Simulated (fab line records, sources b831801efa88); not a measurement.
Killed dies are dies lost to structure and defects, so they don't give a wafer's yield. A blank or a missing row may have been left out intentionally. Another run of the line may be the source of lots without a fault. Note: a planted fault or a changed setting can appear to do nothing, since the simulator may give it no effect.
A lot that was struck, set against a sound lot -- flow sfq_line -- 24 steps out of a route of 325
Sound: these wafers, L291.3, L291.4, L291.5. Wafers L299.2, L299.5, L299.6 were the ones struck. Last of all comes the cause.
Order at every step that has rows: each side's tool, ch and its chambers, its first start. Under that, the readings that differ: sound wafers -- struck wafers -- difference of the means -- sigmas: that difference in standard deviations of wafers without a fault.
alike: readings whose means differ by less than 2 such deviations, and words and numbers that are the same on both sides. not compared: withheld readings, readings that some wafer has no value for, bounds like >300 that may hide the same value, and numbers for which the record gives no deviation and whose values overlap.
Wherever a step has rows on one side only, a row that says differs or no value, or a row with sigmas, the two part there. Non-overlapping numbers with no deviation appear without sigmas and do not part them. A reading that every wafer of one side lacks parts them only if that side has two wafers or more.

SFQ_TRILAYER_L0_BARC_OPEN_METAL_ETCH_010: etches BARC in O2, target depth 125 nm, time 41.7 s.
  sound on rie_metal-03 ch 0,1, day 4 04:59; struck on rie_metal-04 ch 0,1, day 6 06:55
reading,sound,struck,difference,sigmas
bias_w (W),80.13 80.60 80.42,79.70 79.69 80.19,-0.52,-2
  alike: chamber_pressure_mTorr, drypump_motor_current_A, oes_product_au
  not compared: rf_hours_counter_h
SFQ_TRILAYER_L0_ETCH_METAL_ETCH_008: etches MoNx KI in SF6/O2, stops on SiO2, target depth 50 nm, time 25 s.
  sound on rie_metal-03 ch 0,1, day 4 05:03; struck on rie_metal-04 ch 0,1, day 6 06:59
  alike: bias_w, chamber_pressure_mTorr, drypump_motor_current_A, oes_product_au
  not compared: rf_hours_counter_h
then, 2 steps without rows for these wafers: SFQ_TRILAYER_L0_STRIP_STRIP_009 (strips in O2); SFQ_TRILAYER_L0_STRIP_SOLV_CLEAN_010 (cleans in NMP, time 600 s).
SFQ_TRILAYER_L0_CAP_PECVD_011: deposits SiO2 from SiH4/N2O, time 13.333 s, target thk 60 nm.
  sound on pecvd-02 ch 1,2, day 4 05:52; struck on pecvd-02 ch 0,2, day 6 07:48
  alike: heater_power_w, throttle_valve_pct
then, 6 steps without rows for these wafers: SFQ_TRILAYER_L0_VIA_LITHO_COAT_018 (resist thk 62 nm); SFQ_TRILAYER_L0_VIA_LITHO_COAT_013 (resist thk 650 nm); SFQ_TRILAYER_L0_VIA_LITHO_SOFTBAKE_017; SFQ_TRILAYER_L0_VIA_LITHO_EXPOSE_014 (exposes mask L0V, target cd 700 nm); SFQ_TRILAYER_L0_VIA_LITHO_PEB_016 (peb time 60 s); SFQ_TRILAYER_L0_VIA_LITHO_DEVELOP_015 (time 60 s).
-- the record jumps here: 3 days lie between the struck wafers' starts before and after --
SFQ_L0V_OVL_MEAS_903:
  sound on overlay-01, day 7 08:08; struck on overlay-02, day 9 14:32
  alike: L0V_OVL
SFQ_TRILAYER_L0_VIA_BARC_OPEN_VIA_ETCH_021: etches BARC in O2, target depth 125 nm, time 41.7 s.
  sound on rie_diel-03 ch 1,2,3, day 7 08:10; struck on rie_diel-03 ch 0,3, day 9 14:34
  no value came back on the struck wafers for bias_w (W), chamber_pressure_mTorr (mTorr), drypump_motor_current_A (A), oes_product_au (a.u.); on the sound wafers bias_w (W) reads 79.83 79.93 79.88
reading,sound,struck,difference,sigmas
model.KrF_of_TRILAYER_L0_VIA_LITHO_COAT_013.thk_nm (nm),576.1 573.8 574.5,623.4 621.7 621.5,+47.4,
  not compared: rf_hours_counter_h
SFQ_TRILAYER_L0_VIA_ETCH_VIA_ETCH_016: etches SiO2 in CHF3, stops on MoNx KI, target depth 80 nm.
  sound on rie_diel-03 ch 1,2,3, day 7 08:12; struck on rie_diel-03 ch 0,3, day 9 14:36
reading,sound,struck,difference,sigmas
oes_product_au (a.u.),0.833 0.857 0.855,0.373 0.379 0.373,-0.473,-61
model.KrF_of_TRILAYER_L0_VIA_LITHO_COAT_013.thk_nm (nm),562.5 559.7 560.7,609.2 607.8 607.3,+47.1,
  alike: bias_w, chamber_pressure_mTorr, drypump_motor_current_A
SFQ_TRILAYER_L0_VIA_STRIP_STRIP_017: strips in O2.
  sound on rie_metal-01 ch 0,1, day 7 08:27; struck on rie_metal-01 ch 0,1, day 9 14:38
reading,sound,struck,difference,sigmas
platen_temp_c (C),40.09 40.19 39.99,39.92 39.87 39.80,-0.23,-2
  alike: chamber_pressure_mTorr, drypump_motor_current_A, oes_product_au
  not compared: rf_hours_counter_h
then, 2 steps without rows for these wafers: SFQ_TRILAYER_L0_VIA_STRIP_SOLV_CLEAN_018 (cleans in NMP, time 600 s); SFQ_TRILAYER_M0_DEP_PRE_CLEAN_020 (time 15 s).
SFQ_TRILAYER_M0_DEP_SPUTTER_019: material Nb, target thk 200 nm, time 137.7 s.
  sound on pvd_sputter-03, day 7 09:03; struck on pvd_sputter-04, day 9 15:26
  alike: throttle_valve_pct
SFQ_M0_RS_MEAS_904: the measuring method here is four-point-probe.
  sound on film_metro-03, day 7 09:11; struck on film_metro-03, day 9 15:33
  alike: M0_NB_RS
then, 3 steps without rows for these wafers: SFQ_TRILAYER_M0_LITHO_COAT_026 (resist thk 62 nm); SFQ_TRILAYER_M0_LITHO_COAT_021 (resist thk 600 nm); SFQ_TRILAYER_M0_LITHO_SOFTBAKE_025.
-- the record jumps here: 4 days lie between the struck wafers' starts before and after --
SFQ_TRILAYER_M0_LITHO_EXPOSE_022: exposes mask M0, target cd 500 nm.
  struck on krf_scanner-02, day 14 00:51; sound on krf_scanner-01 ch 0, day 10 15:19
  no value came back on the struck wafers for exposure_dose_mJ_cm2, focus_offset_nm (nm); on the sound wafers exposure_dose_mJ_cm2 reads 14.407 14.417 14.418
  alike: mask
then, 1 step without rows for these wafers: SFQ_TRILAYER_M0_LITHO_PEB_024 (peb time 60 s).

WHERE THEY PART
Earliest at SFQ_TRILAYER_L0_BARC_OPEN_METAL_ETCH_010; latest, in this record, at SFQ_TRILAYER_M0_LITHO_EXPOSE_022.

WHY: what had been put in by the simulator
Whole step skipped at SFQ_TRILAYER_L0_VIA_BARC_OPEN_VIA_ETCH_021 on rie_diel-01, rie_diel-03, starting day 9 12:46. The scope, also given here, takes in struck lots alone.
